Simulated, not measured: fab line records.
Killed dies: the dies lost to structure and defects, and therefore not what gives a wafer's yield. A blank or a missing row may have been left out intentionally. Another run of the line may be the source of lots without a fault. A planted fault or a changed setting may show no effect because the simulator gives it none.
What tool caused it? / flow sky130 / 13 lots with 35 wafers sampled at 5 steps, on a route of 708 steps

## WHAT THE GAUGES READ, wafer by wafer
SKY_METAL1_CD_MEAS_15: the cd target is 140 nm.
lot=L653; measured=day 34 11:12; on=cd sem-02; cd nm (nm)=140.0 139.5 139.0
lot=L656; measured=day 34 11:44; on=cd sem-02; cd nm (nm)=139.7 139.0 138.8
lot=L652; measured=day 34 18:41; on=cd sem-02; cd nm (nm)=140.3 142.3 141.5
lot=L658; measured=day 35 05:02; on=cd sem-02; cd nm (nm)=142.9
lot=L659; measured=day 35 10:26; on=cd sem-02; cd nm (nm)=139.6
lot=L660; measured=day 35 19:41; on=cd sem-02; cd nm (nm)=140.9 139.2 140.3
lot=L661; measured=day 36 04:52; on=cd sem-02; cd nm (nm)=138.0 137.9 137.7
lot=L663; measured=day 36 14:58; on=cd sem-02; cd nm (nm)=140.6 140.4 139.1
lot=L667; measured=day 37 20:23; on=cd sem-02; cd nm (nm)=141.5 142.1 140.6
lot=L670; measured=day 38 17:26; on=cd sem-02; cd nm (nm)=141.3 142.8 143.5
lot=L671; measured=day 39 00:08; on=cd sem-02; cd nm (nm)=138.5 139.8 139.5
lot=L673; measured=day 39 17:58; on=cd sem-01; cd nm (nm)=141.6 142.8 142.3
lot=L675; measured=day 40 04:04; on=cd sem-02; cd nm (nm)=142.0 141.1 142.4

SKY_METAL2_CD_MEAS_15: the cd target is 140 nm.
lot=L653; measured=day 36 18:51; on=cd sem-02; cd nm (nm)=140.3 142.4 139.6
lot=L656; measured=day 36 20:20; on=cd sem-02; cd nm (nm)=141.5 140.8 139.4
lot=L652; measured=day 37 02:02; on=cd sem-02; cd nm (nm)=140.1 139.0 139.2
lot=L658; measured=day 37 11:26; on=cd sem-02; cd nm (nm)=46.8
lot=L659; measured=day 37 17:59; on=cd sem-02; cd nm (nm)=7.0
lot=L660; measured=day 38 02:41; on=cd sem-02; cd nm (nm)=140.2 140.2 139.7
lot=L661; measured=day 38 11:47; on=cd sem-02; cd nm (nm)=138.7 136.9 138.6
lot=L663; measured=day 38 21:47; on=cd sem-02; cd nm (nm)=140.3 140.8 141.9
lot=L667; measured=day 40 00:41; on=cd sem-02; cd nm (nm)=139.7 139.9 139.9
lot=L670; measured=day 40 21:02; on=cd sem-01; cd nm (nm)=138.8 140.0 140.6
lot=L671; measured=day 41 03:15; on=cd sem-01; cd nm (nm)=136.6 136.3 136.7
lot=L673; measured=day 41 21:54; on=cd sem-02; cd nm (nm)=140.1 139.6 140.9
lot=L675; measured=day 42 06:28; on=cd sem-02; cd nm (nm)=140.7 139.3 138.4

SKY_VIA2_CD_MEAS_12: the cd target is 200 nm.
lot=L653; measured=day 37 21:11; on=cd sem-02; cd nm (nm)=199.3 199.4 200.4
lot=L656; measured=day 37 23:06; on=cd sem-02; cd nm (nm)=202.5 200.7 201.5
lot=L652; measured=day 38 04:47; on=cd sem-02; cd nm (nm)=199.7 199.3 198.4
lot=L660; measured=day 39 05:05; on=cd sem-02; cd nm (nm)=200.1 200.0 198.0
lot=L661; measured=day 39 13:50; on=cd sem-01; cd nm (nm)=199.8 200.0 199.0
lot=L663; measured=day 40 00:03; on=cd sem-01; cd nm (nm)=197.0 196.5 195.6
lot=L667; measured=day 41 02:20; on=cd sem-02; cd nm (nm)=200.0 201.2 200.4
lot=L670; measured=day 41 23:27; on=cd sem-02; cd nm (nm)=202.0 202.8 201.4
lot=L671; measured=day 42 04:32; on=cd sem-01; cd nm (nm)=199.9 200.3 199.8
lot=L673; measured=day 42 22:39; on=cd sem-02; cd nm (nm)=200.0 199.7 199.9
lot=L675; measured=day 43 07:04; on=cd sem-02; cd nm (nm)=198.2 199.0 198.6

## TOOL THAT RAN EACH LOT (tool first, then ch and the chambers of the sampled wafers, then the start)
lot=L653; SKY_METAL1_DESCUM_17=rie metal-03 ch 0,1, day 34 11:20; SKY_METAL2_EXPOSE_12=krf scanner-01 ch 0, day 36 05:43
lot=L656; SKY_METAL1_DESCUM_17=rie metal-01 ch 0,1, day 34 11:54; SKY_METAL2_EXPOSE_12=krf scanner-02 ch 0, day 36 06:56
lot=L652; SKY_METAL1_DESCUM_17=rie metal-01 ch 0, day 34 18:51; SKY_METAL2_EXPOSE_12=krf scanner-01 ch 0, day 36 13:07
lot=L658; SKY_METAL1_DESCUM_17=rie metal-01 ch 0, day 35 05:10; SKY_METAL2_EXPOSE_12=krf scanner-02 ch 0, day 36 23:13
lot=L659; SKY_METAL1_DESCUM_17=rie metal-01 ch 1, day 35 10:31; SKY_METAL2_EXPOSE_12=krf scanner-02 ch 0, day 37 05:28
lot=L660; SKY_METAL1_DESCUM_17=rie metal-03 ch 0,1, day 35 19:49; SKY_METAL2_EXPOSE_12=krf scanner-01 ch 0, day 37 13:52
lot=L661; SKY_METAL1_DESCUM_17=rie metal-01 ch 0,1, day 36 04:59; SKY_METAL2_EXPOSE_12=krf scanner-01 ch 0, day 37 23:20
lot=L663; SKY_METAL1_DESCUM_17=rie metal-03 ch 0,1, day 36 15:07; SKY_METAL2_EXPOSE_12=krf scanner-01 ch 0, day 38 09:35
lot=L667; SKY_METAL1_DESCUM_17=rie metal-02 ch 1, day 37 20:33; SKY_METAL2_EXPOSE_12=krf scanner-01 ch 0, day 39 12:58
lot=L670; SKY_METAL1_DESCUM_17=rie metal-01 ch 0,1, day 38 17:36; SKY_METAL2_EXPOSE_12=krf scanner-01 ch 0, day 40 09:11
lot=L671; SKY_METAL1_DESCUM_17=rie metal-02 ch 0,1, day 39 00:18; SKY_METAL2_EXPOSE_12=krf scanner-01 ch 0, day 40 15:24
lot=L673; SKY_METAL1_DESCUM_17=rie metal-01 ch 0,1, day 39 18:04; SKY_METAL2_EXPOSE_12=krf scanner-01 ch 0, day 41 09:53
lot=L675; SKY_METAL1_DESCUM_17=rie metal-03 ch 0,1, day 40 04:12; SKY_METAL2_EXPOSE_12=krf scanner-01 ch 0, day 41 18:56
- SKY_METAL1_DESCUM_17: chemistry O2, time 8 s.
- SKY_METAL2_EXPOSE_12: exposes mask MM2, target cd 140 nm.

## AS READ BY THE TOOLS THEMSELVES (means over the sampled wafers that have a number; for cases with no such wafer, the mark the record gives instead)
SKY_METAL1_DESCUM_17.
lot=L653; tool=rie metal-03; drypump motor current A (A)=5.6; oes product au (a.u.)=1.001; rf fwd power W (W)=146.3
lot=L656; tool=rie metal-01; drypump motor current A (A)=6.3; oes product au (a.u.)=1.002; rf fwd power W (W)=146.9
lot=L652; tool=rie metal-01; drypump motor current A (A)=6.4; oes product au (a.u.)=0.994; rf fwd power W (W)=148.3
lot=L658; tool=rie metal-01; drypump motor current A (A)=6.4; oes product au (a.u.)=0.993; rf fwd power W (W)=149.4
lot=L659; tool=rie metal-01; drypump motor current A (A)=6.2; oes product au (a.u.)=0.996; rf fwd power W (W)=147.0
lot=L660; tool=rie metal-03; drypump motor current A (A)=5.6; oes product au (a.u.)=0.996; rf fwd power W (W)=146.9
lot=L661; tool=rie metal-01; drypump motor current A (A)=6.3; oes product au (a.u.)=1.000; rf fwd power W (W)=147.0
lot=L663; tool=rie metal-03; drypump motor current A (A)=5.6; oes product au (a.u.)=1.004; rf fwd power W (W)=146.7
lot=L667; tool=rie metal-02; drypump motor current A (A)=5.7; oes product au (a.u.)=1.009; rf fwd power W (W)=147.0
lot=L670; tool=rie metal-01; drypump motor current A (A)=6.4; oes product au (a.u.)=0.997; rf fwd power W (W)=147.9
lot=L671; tool=rie metal-02; drypump motor current A (A)=5.7; oes product au (a.u.)=0.994; rf fwd power W (W)=147.8
lot=L673; tool=rie metal-01; drypump motor current A (A)=6.4; oes product au (a.u.)=0.997; rf fwd power W (W)=148.0
lot=L675; tool=rie metal-03; drypump motor current A (A)=5.6; oes product au (a.u.)=0.996; rf fwd power W (W)=146.2

## THE ANSWER, worked out from the rows above alone
Rule: what is usual is taken from the lots themselves. Put in order of their means at a reading, lots are off if they are a third of the lots or fewer, leave a main group of 4 or more, and stand apart from it by a gap of 3 or more times the standard deviation of the main group's means; of several such gaps the widest counts. A main group whose means are all the same, to the digits that the tables above print for the reading, isn't used. Also off: a lot with no number at a reading for which 4 or more lots have one. Any other lot the step has rows for is counted as sound. First the gauges in route order, then the tools' own readings, where a lot's mean is used as printed above. At the first step where some lot is off, the reading lying furthest off is the one used; lots without a number count as furthest.
Off: L658, L659 (SKY_METAL2_CD_MEAS_15, cd nm). For the main group the mean is 139.6 nm and the standard deviation 1.2.
A tool fits if, at a process step before that reading, it ran every lot that is off, and no sound lot after the first of them. Gauges at SKY_METAL2_CD_MEAS_15: tried the same way as those tools. One fits: SKY_METAL2_EXPOSE_12 on krf scanner-02. A fault onset in the window from L656 (day 36 06:56, its last sound lot) to L658 (day 36 23:13, its first lot off) fits.

## WHAT THE SIMULATOR HAD PUT IN
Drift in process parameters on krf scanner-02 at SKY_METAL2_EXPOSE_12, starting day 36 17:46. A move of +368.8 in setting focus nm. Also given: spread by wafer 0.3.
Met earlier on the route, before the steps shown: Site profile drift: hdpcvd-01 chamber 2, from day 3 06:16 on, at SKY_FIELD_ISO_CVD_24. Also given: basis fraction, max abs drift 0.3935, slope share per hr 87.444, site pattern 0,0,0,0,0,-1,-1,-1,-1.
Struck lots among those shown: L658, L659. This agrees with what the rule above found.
